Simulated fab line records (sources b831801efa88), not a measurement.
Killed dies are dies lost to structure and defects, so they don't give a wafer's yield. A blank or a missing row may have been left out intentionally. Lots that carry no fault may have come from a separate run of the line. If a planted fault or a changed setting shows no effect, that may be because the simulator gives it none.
fab line records -- flow sky130
[record] lots = 11, wafers = 33, lastDay = 50
route steps=708 shown SONOS_ONO@171 GATE_OXIDE@200 LDD_P@259 LDD_HVP@285 PAD_OPEN@708
lots untouched by any fault: they come from a run of this same line in which no faults occurred
startH: hours from the record's opening day to when the first of the lot's shown wafers began -- waitH: hours from the lot's prior step to this one -- " same as the row above -- L1.1+2: a single row standing in for several wafers -- - value missing, or start not given -- * or withheld: withheld -- < > ~ a bound
route shown NAME@n: names a module that has steps shown in the file, with the first one's number in the route -- usual: mean/standard deviation of fault-free wafers -- same: alike in all rows -- chamber/n: place in a boat -- sites: each site's reading -- _std_site: standard deviation across them -- _edge_site: the outer-site mean with the inner-site mean subtracted -- radiusMm: how far each site lies from the wafer's centre -- mask NAME#n: copy n -- behind: the tool/chamber that last shaped the wafer -- hold: reason for holding the lot/hours on hold/outcome of the hold -- device: the n, p or np transistor that did not switch -- end of line: tests of these same wafers at the route's end -- step lacking rows: just its recipe -- killed: count of dies lost to structure and defects at first sort (not the wafer's yield) -- map: a wafer's dies, marking killed ones x, the rest . and places with no die _
set.NAME: the setting that was run; set.NAME@STEP: the one run at that earlier step -- model.NAME: the simulator's own value behind a step, which no gauge read
one table for each step of the route and one row for each wafer, over a sample of lots
services: when a tool's chamber went out of use (startH, in hours from the record's first day, below 0 if earlier), for how many hours, and the reason
[[steps]]
[step SKY_SONOS_ONO_THK_MEAS_03]
[recipe] reads = Si3N4_of_SONOS_ONO_CVD_02
[usual] SONOS_ONO_CVD_02_THK = 10.49/0.14
lot.wafer,tool,chamber,startH,waitH,SONOS_ONO_CVD_02_THK[nm]
L363.2,filmMetro-02,-,252.75,0.0,10.50
L363.4,filmMetro-02,-,252.75,0.0,10.38
L363.5,filmMetro-02,-,252.75,0.0,10.42
L364.1,filmMetro-04,-,275.50,0.0,10.42
L364.5,filmMetro-04,-,275.50,0.0,10.45
L364.6,filmMetro-04,-,275.50,0.0,10.35
L365.4,filmMetro-04,-,288.49,0.0,10.77
L365.5,filmMetro-04,-,288.49,0.0,10.67
L365.6,filmMetro-04,-,288.49,0.0,10.68
L366.1,filmMetro-02,-,317.35,0.0,10.35
L366.4,filmMetro-02,-,317.35,0.0,10.53
L366.6,filmMetro-02,-,317.35,0.0,10.35
L367.1,filmMetro-04,-,320.19,0.0,10.96
L367.3,filmMetro-04,-,320.19,0.0,10.87
L367.6,filmMetro-04,-,320.19,0.0,10.76
L372.1,filmMetro-04,-,333.44,0.0,10.48
L372.3,filmMetro-04,-,333.44,0.0,10.58
L372.4,filmMetro-04,-,333.44,0.0,10.61
L370.2,filmMetro-02,-,333.45,0.0,10.36
L370.5,filmMetro-02,-,333.45,0.0,10.44
L370.6,filmMetro-02,-,333.45,0.0,10.46
L371.1,filmMetro-02,-,336.27,0.0,10.56
L371.2,filmMetro-02,-,336.27,0.0,10.50
L371.5,filmMetro-02,-,336.27,0.0,10.55
L373.4,filmMetro-03,-,340.68,0.0,10.55
L373.5,filmMetro-03,-,340.68,0.0,10.43
L373.6,filmMetro-03,-,340.68,0.0,10.48
L377.1,filmMetro-04,-,390.59,0.0,10.50
L377.5,filmMetro-04,-,390.59,0.0,10.40
L377.6,filmMetro-04,-,390.59,0.0,10.55
L385.1,filmMetro-04,-,438.12,0.0,10.61
L385.3,filmMetro-04,-,438.12,0.0,10.56
L385.6,filmMetro-04,-,438.12,0.0,10.59
[step SKY_GATE_OXIDE_STRIP_13]
[recipe] chemistry = O2/N2, powerW = 1400, pressureMtorr = 1500, platenTempC = withheld, o2FlowSccm = 3000, n2FlowSccm = 300, overashFraction = 0.5
[usual] drypumpMotorCurrentA = 5.5/0.44, oesProductAu = 0.715/0.0045, stripTimeToEndpointS = 14.16/0.041
[same] overashFraction = 0.5
lot.wafer,tool,chamber,startH,waitH,drypumpMotorCurrentA,oesProductAu,rfHoursCounterH,stripTimeToEndpointS
L363.2,plasmaAsher-02,0,307.28,0.0,6.1,0.718,51,14.11
L363.4,plasmaAsher-02,1,307.28,0.0,4.8,0.710,-,14.16
L363.5,plasmaAsher-02,0,307.28,0.0,6.1,0.719,-,14.18
L364.1,plasmaAsher-01,0,329.98,0.0,5.3,0.714,64,14.17
L364.5,plasmaAsher-01,0,329.98,0.0,5.3,0.715,-,14.15
L364.6,plasmaAsher-01,1,329.98,0.0,5.5,0.719,-,14.14
L365.4,plasmaAsher-02,0,344.07,0.0,6.1,0.717,-,14.14
L365.5,plasmaAsher-02,0,344.07,0.0,6.1,0.718,-,14.15
L365.6,plasmaAsher-02,1,344.07,0.0,4.8,0.716,-,14.12
L366.1,plasmaAsher-02,1,378.58,0.0,4.8,0.715,56,14.17
L366.4,plasmaAsher-02,0,378.58,0.0,6.1,0.710,-,14.15
L366.6,plasmaAsher-02,1,378.58,0.0,4.8,0.714,-,14.13
L367.1,plasmaAsher-04,0,378.88,0.0,5.9,0.721,26,14.18
L367.3,plasmaAsher-04,1,378.88,0.0,5.7,0.724,-,14.19
L367.6,plasmaAsher-04,1,378.88,0.0,5.7,0.710,-,14.16
L370.2,plasmaAsher-04,0,394.39,0.0,5.9,0.721,28,14.14
L370.5,plasmaAsher-04,1,394.39,0.0,5.7,0.710,-,14.17
L370.6,plasmaAsher-04,0,394.39,0.0,5.9,0.709,-,14.13
L371.1,plasmaAsher-01,1,394.64,0.0,5.5,0.720,70,14.17
L371.2,plasmaAsher-01,0,394.64,0.0,5.3,0.711,70,14.23
L371.5,plasmaAsher-01,0,394.64,0.0,5.3,0.713,-,14.20
L372.1,plasmaAsher-02,1,394.94,0.0,4.7,0.710,58,14.16
L372.3,plasmaAsher-02,1,394.94,0.0,4.7,0.716,-,14.12
L372.4,plasmaAsher-02,0,394.94,0.0,6.1,0.715,-,14.12
L373.4,plasmaAsher-01,1,400.02,0.0,5.5,0.717,-,14.06
L373.5,plasmaAsher-01,1,400.02,0.0,5.5,0.717,-,14.10
L373.6,plasmaAsher-01,0,400.02,0.0,5.3,0.710,-,14.10
L377.1,plasmaAsher-02,0,459.03,0.0,6.1,0.706,64,14.13
L377.5,plasmaAsher-02,0,459.03,0.0,6.1,0.721,-,14.05
L377.6,plasmaAsher-02,1,459.03,0.0,4.8,0.715,-,14.10
L385.1,plasmaAsher-02,0,502.23,0.0,6.1,0.715,69,14.16
L385.3,plasmaAsher-02,0,502.23,0.0,6.1,0.711,-,14.24
L385.6,plasmaAsher-02,0,502.23,0.0,6.1,0.714,-,14.21
[step SKY_LDD_P_EXPOSE_04]
[recipe] maskId = PSDM, na = 0.6, sourceShape = conventional, sigmaOuter = 0.6, polarization = unpolarized, targetCdNm = 380, doseMj = 138
[usual] exposureDoseMJCm2 = 137.95/0.13
lot.wafer,tool,chamber,startH,waitH,mask,exposureDoseMJCm2
L363.2,ilineStepper-02,0,412.23,-,PSDM#0,138.03
L363.4,ilineStepper-02,0,412.23,-,PSDM#0,137.85
L363.5,ilineStepper-02,0,412.23,-,PSDM#0,137.94
L364.1,ilineStepper-02,0,437.83,-,PSDM#0,137.77
L364.5,ilineStepper-02,0,437.83,-,PSDM#0,137.86
L364.6,ilineStepper-02,0,437.83,-,PSDM#0,137.88
L365.4,ilineStepper-02,0,455.33,-,PSDM#0,137.86
L365.5,ilineStepper-02,0,455.33,-,PSDM#0,137.87
L365.6,ilineStepper-02,0,455.33,-,PSDM#0,137.89
L366.1,ilineStepper-02,0,491.44,-,PSDM#0,138.03
L366.4,ilineStepper-02,0,491.44,-,PSDM#0,137.96
L366.6,ilineStepper-02,0,491.44,-,PSDM#0,137.83
L367.1,ilineStepper-02,0,492.74,-,PSDM#0,137.91
L367.3,ilineStepper-02,0,492.74,-,PSDM#0,137.81
L367.6,ilineStepper-02,0,492.74,-,PSDM#0,137.98
L370.2,ilineStepper-02,0,509.76,-,PSDM#0,137.84
L370.5,ilineStepper-02,0,509.76,-,PSDM#0,138.02
L370.6,ilineStepper-02,0,509.76,-,PSDM#0,137.75
L371.1,ilineStepper-01,0,512.37,-,PSDM#0,137.94
L371.2,ilineStepper-01,0,512.37,-,PSDM#0,137.68
L371.5,ilineStepper-01,0,512.37,-,PSDM#0,138.03
L372.1,ilineStepper-01,0,513.60,-,PSDM#0,137.88
L372.3,ilineStepper-01,0,513.60,-,PSDM#0,137.95
L372.4,ilineStepper-01,0,513.60,-,PSDM#0,138.30
L373.4,ilineStepper-02,0,515.92,-,PSDM#0,138.01
L373.5,ilineStepper-02,0,515.92,-,PSDM#0,137.86
L373.6,ilineStepper-02,0,515.92,-,PSDM#0,137.72
L377.1,ilineStepper-02,0,575.27,-,HVNTM#0,138.16
L377.5,ilineStepper-02,0,575.27,-,HVNTM#0,138.25
L377.6,ilineStepper-02,0,575.27,-,HVNTM#0,138.14
L385.1,ilineStepper-02,0,615.07,-,PSDM#0,138.11
L385.3,ilineStepper-02,0,615.07,-,PSDM#0,137.99
L385.6,ilineStepper-02,0,615.07,-,PSDM#0,137.96
[step SKY_LDD_P_CD_MEAS_07]
[recipe] targetCdNm = 380
[usual] cdNm = 381.0/2.3
lot.wafer,tool,chamber,startH,waitH,cdNm
L363.2,cdSem-01,-,426.96,0.1,377.4
L363.4,cdSem-01,-,426.96,0.1,375.6
L363.5,cdSem-01,-,426.96,0.1,377.0
L364.1,cdSem-01,-,453.24,0.1,381.6
L364.5,cdSem-01,-,453.24,0.1,383.4
L364.6,cdSem-01,-,453.24,0.1,382.7
L365.4,cdSem-02,-,470.84,0.1,383.8
L365.5,cdSem-02,-,470.84,0.1,381.9
L365.6,cdSem-02,-,470.84,0.1,381.3
L366.1,cdSem-02,-,506.34,0.1,380.8
L366.4,cdSem-02,-,506.34,0.1,380.8
L366.6,cdSem-02,-,506.34,0.1,379.5
L367.1,cdSem-02,-,507.24,0.1,380.6
L367.3,cdSem-02,-,507.24,0.1,379.8
L367.6,cdSem-02,-,507.24,0.1,379.6
L370.2,cdSem-01,-,525.10,0.1,378.6
L370.5,cdSem-01,-,525.10,0.1,379.5
L370.6,cdSem-01,-,525.10,0.1,376.6
L371.1,cdSem-02,-,526.94,0.1,381.2
L371.2,cdSem-02,-,526.94,0.1,383.2
L371.5,cdSem-02,-,526.94,0.1,382.2
L372.1,cdSem-02,-,528.54,0.1,382.0
L372.3,cdSem-02,-,528.54,0.1,380.0
L372.4,cdSem-02,-,528.54,0.1,381.1
L373.4,cdSem-01,-,531.10,0.1,379.6
L373.5,cdSem-01,-,531.10,0.1,380.3
L373.6,cdSem-01,-,531.10,0.1,380.3
L377.1,cdSem-02,-,589.08,0.1,-
L377.5,cdSem-02,-,589.08,0.1,-
L377.6,cdSem-02,-,589.08,0.1,-
L385.1,cdSem-01,-,629.09,0.1,378.5
L385.3,cdSem-01,-,629.09,0.1,379.3
L385.6,cdSem-01,-,629.09,0.1,381.0
[step SKY_LDD_P_TW_MEAS_11]
[usual] LDD_P_TW = 636/3.7
lot.wafer,tool,chamber,startH,waitH,hold,LDD_P_TW
L363.2,filmMetro-01,-,427.36,0.1,-,631
L363.4,filmMetro-01,-,427.36,0.1,-,637
L363.5,filmMetro-01,-,427.36,0.1,-,635
L364.1,filmMetro-01,-,453.65,0.1,-,638
L364.5,filmMetro-01,-,453.65,0.1,-,635
L364.6,filmMetro-01,-,453.65,0.1,-,638
L365.4,filmMetro-01,-,471.22,0.1,-,631
L365.5,filmMetro-01,-,471.22,0.1,-,635
L365.6,filmMetro-01,-,471.22,0.1,-,631
L366.1,filmMetro-03,-,506.75,0.1,-,636
L366.4,filmMetro-03,-,506.75,0.1,-,635
L366.6,filmMetro-03,-,506.75,0.1,-,634
L367.1,filmMetro-04,-,507.65,0.1,-,640
L367.3,filmMetro-04,-,507.65,0.1,-,640
L367.6,filmMetro-04,-,507.65,0.1,-,635
L370.2,filmMetro-04,-,525.50,0.1,-,640
L370.5,filmMetro-04,-,525.50,0.1,-,641
L370.6,filmMetro-04,-,525.50,0.1,-,641
L371.1,filmMetro-04,-,527.35,0.1,-,640
L371.2,filmMetro-04,-,527.35,0.1,-,635
L371.5,filmMetro-04,-,527.35,0.1,-,639
L372.1,filmMetro-04,-,528.95,0.1,-,639
L372.3,filmMetro-04,-,528.95,0.1,-,637
L372.4,filmMetro-04,-,528.95,0.1,-,636
L373.4,filmMetro-04,-,531.48,0.1,-,640
L373.5,filmMetro-04,-,531.48,0.1,-,637
L373.6,filmMetro-04,-,531.48,0.1,-,639
L377.1,filmMetro-01,-,589.49,0.1,awaitDispo/0.2h/release,30
L377.5,filmMetro-01,-,589.49,0.1,awaitDispo/0.2h/release,30
L377.6,filmMetro-01,-,589.49,0.1,awaitDispo/0.2h/release,30
L377.1,filmMetro-01,-,589.76,0.3,-,30
L377.5,filmMetro-01,-,589.76,0.3,-,30
L377.6,filmMetro-01,-,589.76,0.3,-,30
L385.1,filmMetro-01,-,629.50,0.1,-,635
L385.3,filmMetro-01,-,629.50,0.1,-,636
L385.6,filmMetro-01,-,629.50,0.1,-,632
[step SKY_LDD_HVP_OVL_MEAS_07]
[usual] LDD_HVP_OVL = -0.2/1.4
lot.wafer,tool,chamber,startH,waitH,LDD_HVP_OVL[nm]
L363.2,overlay-02,-,486.74,0.1,-1.4
L363.4,overlay-02,-,486.74,0.1,-1.9
L363.5,overlay-02,-,486.74,0.1,0.0
L364.1,overlay-01,-,514.39,0.1,2.0
L364.5,overlay-01,-,514.39,0.1,1.0
L364.6,overlay-01,-,514.39,0.1,-0.4
L365.4,overlay-01,-,531.47,0.1,0.0
L365.5,overlay-01,-,531.47,0.1,-1.5
L365.6,overlay-01,-,531.47,0.1,-1.2
L366.1,overlay-02,-,566.94,0.1,1.3
L366.4,overlay-02,-,566.94,0.1,-0.4
L366.6,overlay-02,-,566.94,0.1,0.1
L367.1,overlay-01,-,567.84,0.1,0.9
L367.3,overlay-01,-,567.84,0.1,2.9
L367.6,overlay-01,-,567.84,0.1,-0.9
L370.2,overlay-02,-,584.36,0.1,-0.1
L370.5,overlay-02,-,584.36,0.1,0.7
L370.6,overlay-02,-,584.36,0.1,1.1
L371.1,overlay-02,-,587.48,0.1,-2.7
L371.2,overlay-02,-,587.48,0.1,-1.0
L371.5,overlay-02,-,587.48,0.1,-0.2
L372.1,overlay-02,-,588.71,0.1,1.4
L372.3,overlay-02,-,588.71,0.1,1.0
L372.4,overlay-02,-,588.71,0.1,1.6
L373.4,overlay-02,-,589.76,0.1,-1.0
L373.5,overlay-02,-,589.76,0.1,2.0
L373.6,overlay-02,-,589.76,0.1,0.8
L385.1,overlay-01,-,686.46,0.1,0.1
L385.3,overlay-01,-,686.46,0.1,0.7
L385.6,overlay-01,-,686.46,0.1,-0.4
[step SKY_PAD_OPEN_PROBE_99]
[usual] defectLimitedYield = 82.5/1.9, killed_at_M0_to_M3 = 42/6.4, killed_at_M4_up = 2.9/1.7, killedAtContacts = 25/5.2, killedAtFrontEnd = 16/4.4, killedAtOther = 0.4/0.65, killedDies = 86/9.2, killedOpen = 47/6.6, killedShort = 39/5.8, sort_bin_3_pad_short = 0.9/0.42, sort_bin_5_function = 10.4/1.5, sort_bin_6_memory = 6.3/1, sortNPass = 406/9.2, sortYieldPct = 82.5/1.9
[same] grossDies = 492, killedAtBackSide = 0, sort_bin_4_leakage[%] = 0, sort_bin_8_speed[%] = 0
lot.wafer,tool,chamber,startH,waitH,defectLimitedYield[%],killed_at_M0_to_M3,killed_at_M4_up,killedAtContacts,killedAtFrontEnd,killedAtOther,killedDies,killedOpen,killedShort,sort_bin_3_pad_short[%],sort_bin_5_function[%],sort_bin_6_memory[%],sortNPass,sortYieldPct[%]
L372.1,prober-01,-,1142.44,0.1,78.7,51,5,26,21,2,105,58,47,1.0,12.0,8.3,387,78.7
L372.3,prober-01,-,1142.54,0.2,83.3,39,7,23,13,0,82,46,36,1.0,10.4,5.3,410,83.3
L372.4,prober-01,-,1142.59,0.2,84.1,37,5,23,13,0,78,40,38,1.0,10.0,4.9,414,84.1
// killed by level:class
L372.1 VIA1:geometricParticle:open=15 CONTACT:geometricParticle:short=10 VIA3:geometricParticle:open=10 FIELD_ISO:geometricParticle:open=7 CONTACT:geometricParticle:open=7 VIA1:geometricParticle:short=6 LI_CONTACT:geometricParticle:open=5 FIELD_ISO:geometricParticle:short=4
L372.3 CONTACT:geometricParticle:open=11 VIA2:geometricParticle:open=10 VIA1:geometricParticle:open=10 METAL4:geometricParticle:short=6 CONTACT:geometricParticle:short=5 VIA3:geometricParticle:open=5 POLY_GATE:geometricParticle:short=4 FIELD_ISO:geometricParticle:open=3
L372.4 CONTACT:geometricParticle:open=13 METAL2:geometricParticle:short=8 VIA2:geometricParticle:short=6 VIA1:geometricParticle:open=6 FIELD_ISO:geometricParticle:open=4 LI_CONTACT:geometricParticle:open=4 VIA1:geometricParticle:short=4 VIA2:geometricParticle:open=4
[[services]]
tool,chamber,startH,hours,kind
ilineStepper-01,-,324.04,1.7,pm
ilineStepper-02,-,325.81,8.8,repair
plasmaAsher-02,-,359.01,8.8,repair
plasmaAsher-02,-,367.70,5.1,repair
ilineStepper-01,0,404.54,-,calibration
plasmaAsher-02,-,465.18,2.8,pm
ilineStepper-02,-,467.90,1.7,pm
plasmaAsher-04,-,469.09,1.9,repair
ilineStepper-01,-,479.14,6.7,repair
ilineStepper-02,0,483.70,-,calibration
plasmaAsher-02,-,487.95,0.7,repair
ilineStepper-01,-,517.06,0.7,repair
ilineStepper-01,-,542.22,1.7,pm
ilineStepper-02,-,544.51,13.6,repair
plasmaAsher-04,-,582.39,2.9,repair
[[key]]
[firstSign] step = SKY_LDD_P_EXPOSE_04, reading = mask, direction = changed
[effect] step = SKY_LDD_P_CD_MEAS_07, reading = cdNm, direction = missing
[effect] step = SKY_LDD_P_TW_MEAS_11, reading = visit, direction = added
[effect] step = SKY_LDD_P_TW_MEAS_11, reading = LDD_P_TW, direction = down, sigmas = 99+, usual = 636, struck = 30
metAt SKY_LDD_P_EXPOSE_04
struckLots L377
scrappedBehind SKY_LDD_P_TW_MEAS_11 L377.1,L377.5,L377.6
notActingAt SKY_SONOS_ONO_THK_MEAS_03,SKY_GATE_OXIDE_STRIP_13,SKY_LDD_HVP_OVL_MEAS_07
onsetBetween 515.92 575.27
[fault] kind = wrongMask, tool = any, chamber = -, onsetH = 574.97, steps = SKY_LDD_P_EXPOSE_04, auxCopy = HVNTM#0, scope = struckLotsOnly
